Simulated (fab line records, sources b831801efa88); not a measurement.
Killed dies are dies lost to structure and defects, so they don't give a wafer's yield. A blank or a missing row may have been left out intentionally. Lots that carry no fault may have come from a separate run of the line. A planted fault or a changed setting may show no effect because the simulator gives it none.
Split-lot trial	flow sky130	23 wafers read across 5 lots, on a route 708 steps long

## SPLIT DETAILS
At SKY_LOCAL_INTERCONNECT_COAT_06 (resist thk 450 nm), the setting spin-rpm was moved away from the recipe's 3000 rpm on 9 of the 23 wafers read, by -5.3% to +5.2%. All remaining wafers had this setting at the recipe value.

## FROM THE SPLIT TO THE READING: what the file shows between them, 2 steps
- SKY_LOCAL_INTERCONNECT_SOFTBAKE_07: time 90 s
- SKY_LOCAL_INTERCONNECT_EXPOSE_08: exposes mask LI1M, target cd 170 nm

## THE READING
KrF-thick_of_LOCAL_INTERCONNECT_COAT_06.thk-nm (the simulator's own value, which no gauge read), in nm, at SKY_LOCAL_INTERCONNECT_ETCH_13 (etches BARC in N2/H2, stops on SiO2, time 45.9 s, target depth 60 nm). No usual value for it is given in the file. Average 393.3 nm, standard deviation 1.4 nm, over the 14 wafers here run with the recipe.

wafer	tool, chamber at the split	spin-rpm as run, rpm	against the recipe	KrF-thick_of_LOCAL_INTERCONNECT_COAT_06.thk-nm, nm	against lot-mates on the recipe
L075.1	litho-track-03, 0	3155	+5.2%	383	-11.8
L075.2	litho-track-03, 0	3000	recipe	394.3	-
L075.3	litho-track-03, 0	3155	+5.2%	382.3	-12.5
L075.4	litho-track-03, 0	3000	recipe	395	-
L075.5	litho-track-03, 0	3000	recipe	395	-
L078.2	litho-track-03, 0	3000	recipe	391.2	-
L078.3	litho-track-03, 0	2939	-2.0%	397	+4.1
L078.4	litho-track-03, 0	3000	recipe	394.4	-
L078.5	litho-track-03, 0	3000	recipe	393	-
L078.6	litho-track-03, 0	2939	-2.0%	399.3	+6.4
L079.2	litho-track-03, 0	2858	-4.7%	407.1	+12.9
L079.3	litho-track-03, 0	2858	-4.7%	404.6	+10.4
L079.4	litho-track-03, 0	3000	recipe	394.2	-
L079.5	litho-track-03, 0	3000	recipe	394.8	-
L079.6	litho-track-03, 0	3000	recipe	393.7	-
L080.2	litho-track-01, 0	3000	recipe	393.1	-
L080.3	litho-track-01, 0	2842	-5.3%	404.8	+11.4
L080.4	litho-track-01, 0	3000	recipe	393.7	-
L080.5	litho-track-01, 0	2842	-5.3%	404.6	+11.2
L080.6	litho-track-01, 0	2842	-5.3%	404.7	+11.3
L084.1	litho-track-02, 0	3000	recipe	391.9	-
L084.3	litho-track-02, 0	3000	recipe	391.1	-
L084.6	litho-track-02, 0	3000	recipe	391.4	-

THE FIT
A straight line over all 23 wafers: KrF-thick_of_LOCAL_INTERCONNECT_COAT_06.thk-nm changes by -2.23 nm for each +1% of spin-rpm; r = -0.98; the points scatter about the line by 1.4 nm.
The same after taking each lot's own level away (the mean of its wafers on the recipe; 23 wafers): -2.3 nm for each +1%; r = -0.99; scatter 0.89 nm.
According to that fit, moving spin-rpm by its largest amount changes the reading by 12 nm.
Measured against the standard deviation above, the lots' own levels, which go from 391.47 to 394.77 nm, span 2.4 times it.
Consequently the slope shifts little with the lot-to-lot level, the two slopes agreeing.
Check: with one of the wafers moved furthest among these (-5.3%) left out of the fit, the line predicts +12.2 nm for it against its lot-mates. Against them it came out at +11.4 nm.

## ADDITIONAL SPLITS CARRIED BY THESE WAFERS
These wafers also went through other splits before the reading. Each is held against what the fit with the lots' levels taken away leaves over:
other split on the same wafers	wafers away from the commonest value	r with KrF-thick_of_LOCAL_INTERCONNECT_COAT_06.thk-nm (lot level and that fit taken away)
SKY_RES_XHIGH_COAT_02 resist-thk-nm	10	+0.30
SKY_RES_XHIGH_DEVELOP_06 dev-temp-c	8	-0.09
SKY_SD_N_IMPLANT_09 energy-kev	6	-0.03
SKY_SD_N_STRIP_11 o2-flow-sccm	7	-0.30
SKY_LI_CONTACT_HDPCVD_00 time-s	5	+0.30
SKY_LI_CONTACT_COAT_06 resist-thk-nm	10	-0.19
SKY_LI_CONTACT_CMP_24 t-overpolish-s	8	+0.12

## THE WHOLE CHAIN: every reading that the file lists as answering this split, in the file's order
step	what it does	reading	change (the file's fit)	r (the file's)
SKY_LOCAL_INTERCONNECT_COAT_06	resist thk 450 nm	KrF-thick_of_LOCAL_INTERCONNECT_COAT_06.thk-nm (the simulator's own value, which no gauge read)	-2.35 nm for each +1% of the setting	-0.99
SKY_LOCAL_INTERCONNECT_ETCH_13	etches BARC in N2/H2, stops on SiO2, time 45.9 s, target depth 60 nm	KrF-thick_of_LOCAL_INTERCONNECT_COAT_06.thk-nm (the simulator's own value, which no gauge read)	-2.32 nm for each +1% of the setting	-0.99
SKY_LOCAL_INTERCONNECT_STRIP_15	strips in O2/N2	strip-time-to-endpoint-s	withheld for each +1% of the setting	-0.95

## THE FILE'S OWN FIT
KrF-thick_of_LOCAL_INTERCONNECT_COAT_06.thk-nm changes by -2.32 nm for each +1% of spin-rpm, r = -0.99.
